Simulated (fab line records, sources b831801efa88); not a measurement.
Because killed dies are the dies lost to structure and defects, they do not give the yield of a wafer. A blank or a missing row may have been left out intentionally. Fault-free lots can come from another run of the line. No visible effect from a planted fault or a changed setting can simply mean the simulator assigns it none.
Chamber matching    flow gf180mcu    GF_V5_CMP_04 on cmp-01 has 4 sister chambers
The step polishes SiO2. 4 wafers are shown with their chamber, then 8 later ones without.

== WAFERS WITH THEIR CHAMBER ==
wafer   chamber  motor_current_A (A)
L549.1  3        12.4
L549.5  0        11.7
L550.6  2        12.4
L554.2  1        12.7

== WAFERS MISSING THEIR CHAMBER ==
wafer   motor_current_A (A)
L554.4  11.3
L554.5  12.8
L558.3  12.9
L558.4  11.2
L558.6  12.1
L561.1  11.9
L561.3  12.0
L561.6  12.4

== WHICH CHAMBER EACH WENT THROUGH ==
wafer   from the rows above                in truth
L554.4  0                                  0
L554.5  can't be placed: 1 or 2 or 3       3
L558.3  can't be placed: 1 or 2 or 3       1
L558.4  0                                  0
L558.6  can't be placed: 2 or 3 or 0 or 1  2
L561.1  can't be placed: 0 or 2 or 3       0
L561.3  can't be placed: 0 or 2 or 3 or 1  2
L561.6  can't be placed: 2 or 3 or 1       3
Correct placement for 2 of the 8. Unplaceable from these rows: 6, with the true chamber sitting among the candidates in 6. Wrongly placed: 0.
How it was worked out, from the rows above alone: a wafer's distance from a chamber is the root of the sum, over the readings, of the square of ((its reading less the chamber's mean) divided by the reading's scatter). The wafer belongs to the nearest chamber; if the next one is less than 2 further off, it can't be placed. For every chamber, the mean is computed from those of its wafers that are shown. The scatter: root of mean squared gap, hidden wafer to nearest shown wafer, with one shown wafer a chamber.
